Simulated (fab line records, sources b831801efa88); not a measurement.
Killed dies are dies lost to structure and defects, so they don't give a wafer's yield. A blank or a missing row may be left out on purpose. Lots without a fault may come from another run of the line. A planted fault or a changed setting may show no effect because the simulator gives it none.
Which tool did it? | flow gf180mcu | 24 lots, 72 wafers sampled, at 6 steps of a route of 602

WHAT THE GAUGES READ, wafer by wafer
GF_SAB_CD_MEAS_09: target cd 420 nm.
lot  | measured     | on        | cd_nm (nm)
L074 | day 14 23:11 | cd_sem-02 | 420.4 420.8 423.6
L075 | day 15 08:43 | cd_sem-02 | 418.6 417.0 418.7
L076 | day 15 20:04 | cd_sem-02 | 422.7 422.8 422.1
L077 | day 15 23:40 | cd_sem-02 | 423.9 422.9 423.6
L078 | day 16 11:05 | cd_sem-01 | 418.9 418.0 417.2
L079 | day 16 21:38 | cd_sem-01 | 419.9 422.8 422.3
L080 | day 17 07:16 | cd_sem-01 | 418.9 420.1 421.1
L081 | day 17 11:18 | cd_sem-01 | 417.7 419.9 419.4
L082 | day 17 23:38 | cd_sem-02 | 419.3 418.5 423.1
L083 | day 18 09:40 | cd_sem-02 | 424.6 424.7 424.1
L084 | day 18 18:26 | cd_sem-01 | 421.6 421.6 422.6
L085 | day 19 00:11 | cd_sem-01 | 419.4 420.6 420.7
L086 | day 19 09:52 | cd_sem-01 | 423.9 423.6 421.6
L087 | day 20 04:13 | cd_sem-01 | 421.0 419.7 418.9
L088 | day 20 05:23 | cd_sem-01 | 418.2 420.4 419.7
L089 | day 20 19:13 | cd_sem-02 | 418.1 418.3 416.9
L090 | day 20 22:14 | cd_sem-01 | 421.3 421.4 422.6
L091 | day 21 10:13 | cd_sem-01 | 419.7 418.9 418.4
L092 | day 21 13:19 | cd_sem-02 | 421.2 424.3 423.0
L093 | day 22 10:50 | cd_sem-02 | 421.7 421.8 421.1
L094 | day 22 14:00 | cd_sem-02 | 420.8 420.4 420.2
L096 | day 22 19:59 | cd_sem-01 | 419.8 417.7 419.4
L095 | day 22 20:26 | cd_sem-01 | 419.5 420.6 418.5
L097 | day 23 09:12 | cd_sem-01 | 414.6 415.0 415.5

GF_M1_THK_MEAS_06: measures by xrf.
lot  | measured     | on            | M1_ALCU_THK (nm)
L074 | day 15 23:35 | film_metro-04 | 451 450 455
L075 | day 16 09:18 | film_metro-03 | 452 458 454
L076 | day 16 21:16 | film_metro-01 | 451 450 450
L077 | day 17 00:38 | film_metro-01 | 441 444 443
L078 | day 17 12:40 | film_metro-01 | 446 456 453
L079 | day 17 23:55 | film_metro-03 | 456 457 457
L080 | day 18 09:56 | film_metro-01 | 449 446 450
L081 | day 18 15:20 | film_metro-03 | 452 452 451
L082 | day 19 03:09 | film_metro-01 | 451 455 447
L083 | day 19 13:08 | film_metro-04 | 452 450 448
L084 | day 19 22:47 | film_metro-01 | 446 445 450
L085 | day 20 04:49 | film_metro-04 | 451 447 450
L086 | day 20 13:10 | film_metro-03 | 458 457 455
L087 | day 21 08:01 | film_metro-01 | 453 452 458
L088 | day 21 08:59 | film_metro-03 | 461 458 458
L089 | day 21 21:59 | film_metro-03 | 453 460 458
L090 | day 22 01:05 | film_metro-04 | 450 454 452
L091 | day 22 13:08 | film_metro-03 | 460 466 464
L092 | day 22 16:22 | film_metro-04 | 457 457 461
L093 | day 23 12:44 | film_metro-04 | 452 450 444
L094 | day 23 15:47 | film_metro-03 | 464 462 467
L096 | day 23 21:35 | film_metro-03 | 454 448 449
L095 | day 23 21:58 | film_metro-03 | 448 453 449
L097 | day 24 11:04 | film_metro-04 | 454 452 458

GF_M1_OVL_MEAS_15.
lot  | measured     | on         | M1_OVL (nm)
L074 | day 16 21:28 | overlay-02 | 2 0 -7
L075 | day 17 08:12 | overlay-01 | 8 10 17
L076 | day 17 20:24 | overlay-01 | 2 -1 -4
L077 | day 17 23:38 | overlay-02 | 2 -6 -4
L078 | day 18 12:59 | overlay-01 | -11 -8 5
L079 | day 18 23:59 | overlay-02 | 10 2 10
L080 | day 19 09:52 | overlay-01 | -1 6 3
L081 | day 19 16:25 | overlay-02 | 2 4 -4
L082 | day 20 04:22 | overlay-02 | -3 -3 -6
L083 | day 20 14:28 | overlay-01 | 0 -4 2
L084 | day 20 22:42 | overlay-02 | -2 -6 -1
L085 | day 21 05:13 | overlay-01 | -1 -5 -3
L086 | day 21 12:49 | overlay-02 | -10 -3 -8
L087 | day 22 07:18 | overlay-01 | 4 -5 -5
L088 | day 22 08:24 | overlay-02 | -9 -1 -5
L089 | day 22 21:26 | overlay-02 | -4 -7 -6
L090 | day 23 00:29 | overlay-02 | -7 -7 -4
L091 | day 23 11:55 | overlay-01 | 1 -1 4
L092 | day 23 15:06 | overlay-01 | -1 -2 -1
L093 | day 24 11:08 | overlay-02 | -2 1 -6
L094 | day 24 14:00 | overlay-02 | -5 -6 -4
L096 | day 24 19:16 | overlay-02 | -2 -5 -9
L095 | day 24 20:03 | overlay-02 | -8 2 -6
L097 | day 25 08:26 | overlay-02 | -1 2 -4

GF_V2_OVL_MEAS_15.
lot  | measured     | on         | V2_OVL (nm)
L074 | day 20 02:10 | overlay-01 | -10 -1 -10
L075 | day 20 12:34 | overlay-01 | -3 0 -9
L076 | day 21 01:04 | overlay-01 | 9 6 0
L077 | day 21 05:26 | overlay-02 | -4 -7 1
L078 | day 21 18:17 | overlay-02 | 8 6 2
L079 | day 22 04:50 | overlay-01 | 3 -1 5
L080 | day 22 13:32 | overlay-02 | -3 -4 -3
L081 | day 22 19:46 | overlay-01 | 6 -2 7
L082 | day 23 06:50 | overlay-02 | 3 13 8
L083 | day 23 17:20 | overlay-01 | -3 3 -3
L084 | day 24 00:32 | overlay-02 | -1 0 2
L085 | day 24 06:14 | overlay-02 | 1 -4 5
L086 | day 24 12:53 | overlay-02 | 9 2 5
L087 | day 25 06:43 | overlay-02 | 6 2 -3
L088 | day 25 07:41 | overlay-02 | 5 4 13
L089 | day 25 19:47 | overlay-02 | 6 11 1
L090 | day 25 22:01 | overlay-01 | 13 3 4
L091 | day 26 09:18 | overlay-02 | 1 1 2
L092 | day 26 11:56 | overlay-02 | -2 4 -4
L093 | day 27 06:56 | overlay-02 | -3 -4 3
L094 | day 27 09:40 | overlay-02 | 1 5 0
L096 | day 27 14:46 | overlay-02 | 3 4 2
L095 | day 27 16:11 | overlay-01 | 2 12 7
L097 | day 28 02:46 | overlay-02 | 1 2 7

GF_TOP_METAL_CD_MEAS_14: target cd 440 nm.
lot  | measured     | on        | cd_nm (nm)
L074 | day 27 21:44 | cd_sem-02 | 440.5 441.8 441.1
L075 | day 28 07:51 | cd_sem-02 | 440.8 438.7 439.4
L076 | day 28 17:22 | cd_sem-02 | 445.9 443.3 444.3
L077 | day 28 20:46 | cd_sem-02 | 439.2 437.4 440.0
L078 | day 29 06:04 | cd_sem-01 | 442.8 442.7 442.3
L079 | day 29 14:59 | cd_sem-02 | 439.5 437.8 437.8
L080 | day 29 21:59 | cd_sem-02 | 437.6 435.6 437.6
L081 | day 30 01:10 | cd_sem-01 | 446.7 448.3 446.4
L082 | day 30 11:08 | cd_sem-01 | 436.9 437.6 439.0
L083 | day 30 20:46 | cd_sem-01 | 438.5 439.8 440.3
L084 | day 31 02:40 | cd_sem-02 | 442.1 442.6 440.9
L085 | day 31 07:02 | cd_sem-01 | 437.9 438.8 438.0
L086 | day 31 12:22 | cd_sem-02 | 439.2 439.9 439.4
L087 | day 32 02:58 | cd_sem-02 | 441.0 441.6 442.8
L088 | day 32 05:37 | cd_sem-01 | 442.2 439.4 441.4
L089 | day 32 14:05 | cd_sem-02 | 443.8 442.4 441.4
L090 | day 32 14:37 | cd_sem-01 | 438.2 438.8 436.7
L091 | day 33 01:01 | cd_sem-01 | 439.4 439.9 439.1
L092 | day 33 02:19 | cd_sem-01 | 440.7 439.4 440.6
L093 | day 33 17:26 | cd_sem-02 | 441.9 441.8 444.2
L094 | day 33 18:05 | cd_sem-01 | 440.2 439.7 444.5
L096 | day 33 22:29 | cd_sem-01 | 439.8 440.2 442.4
L095 | day 34 00:18 | cd_sem-01 | 438.3 436.3 436.7
L097 | day 34 07:16 | cd_sem-02 | 440.1 440.3 439.8

WHICH TOOL RAN EACH LOT (tool, then ch and the chambers of the sampled wafers, then the start)
lot  | GF_V5_CVD_02
L074 | pecvd-03 ch 1,2, day 26 02:39
L075 | pecvd-01 ch 0,1,2, day 26 13:47
L076 | pecvd-01 ch 0,1, day 26 23:43
L077 | pecvd-01 ch 1,2, day 27 02:22
L078 | pecvd-01 ch 0,1, day 27 12:20
L079 | pecvd-04 ch 1,2, day 27 22:56
L080 | pecvd-03 ch 0,1,2, day 28 06:05
L081 | pecvd-03 ch 0,1, day 28 09:20
L082 | pecvd-03 ch 1,2, day 28 20:42
L083 | pecvd-04 ch 0,2, day 29 06:12
L084 | pecvd-01 ch 1,2, day 29 12:20
L085 | pecvd-04 ch 1,2, day 29 17:16
L086 | pecvd-01 ch 1,2, day 29 22:35
L087 | pecvd-03 ch 0,1,2, day 30 14:32
L088 | pecvd-01 ch 0,1,2, day 30 16:44
L089 | pecvd-04 ch 0,1,2, day 31 01:51
L090 | pecvd-01 ch 0,1, day 31 02:09
L091 | pecvd-04 ch 0,1,2, day 31 14:37
L092 | pecvd-01 ch 0,1,2, day 31 15:02
L093 | pecvd-04 ch 0,1, day 32 07:16
L094 | pecvd-03 ch 0,1,2, day 32 08:42
L096 | pecvd-03 ch 0,1,2, day 32 12:11
L095 | pecvd-01 ch 0,2, day 32 14:47
L097 | pecvd-04 ch 0,1,2, day 32 22:25
- GF_V5_CVD_02: deposits SiO2 from TEOS, target thk 1450 nm, time 163.28 s.

WHAT THE TOOLS THEMSELVES READ (means of the sampled wafers that have a number; where no wafer has one, the mark that the record gives instead)
GF_V5_CVD_02.
lot  | tool     | heater_power_w (W)
L074 | pecvd-03 | 870
L075 | pecvd-01 | 555
L076 | pecvd-01 | 682
L077 | pecvd-01 | 521
L078 | pecvd-01 | 629
L079 | pecvd-04 | 723
L080 | pecvd-03 | 776
L081 | pecvd-03 | 849
L082 | pecvd-03 | 793
L083 | pecvd-04 | 637
L084 | pecvd-01 | 553
L085 | pecvd-04 | 749
L086 | pecvd-01 | 691
L087 | pecvd-03 | 778
L088 | pecvd-01 | 646
L089 | pecvd-04 | 716
L090 | pecvd-01 | 612
L091 | pecvd-04 | 661
L092 | pecvd-01 | 593
L093 | pecvd-04 | 712
L094 | pecvd-03 | 729
L096 | pecvd-03 | 746
L095 | pecvd-01 | 482
L097 | pecvd-04 | 663

THE ANSWER, worked out from the rows above alone
Rule: what is usual is taken from the lots themselves. Put in order of their means at a reading, lots are off if they are a third of the lots or fewer, leave a main group of 4 or more, and stand apart from it by a gap of 3 or more times the standard deviation of the main group's means; of several such gaps the widest counts. A main group whose means are all the same, to the digits that the tables above print for the reading, isn't used. A lot without any number at a reading at which 4 lots or more have one is off too. The other lots that the step has rows for count as sound. The gauges are gone through in route order, then the tools' own readings, and for those a lot's mean is taken as printed above. The first step at which some lot is off is used, and at that step the reading that is off furthest; a lot without a number counts as furthest.
No lot is off at any reading shown: from this, nothing can be told.

WHAT THE SIMULATOR HAD PUT IN
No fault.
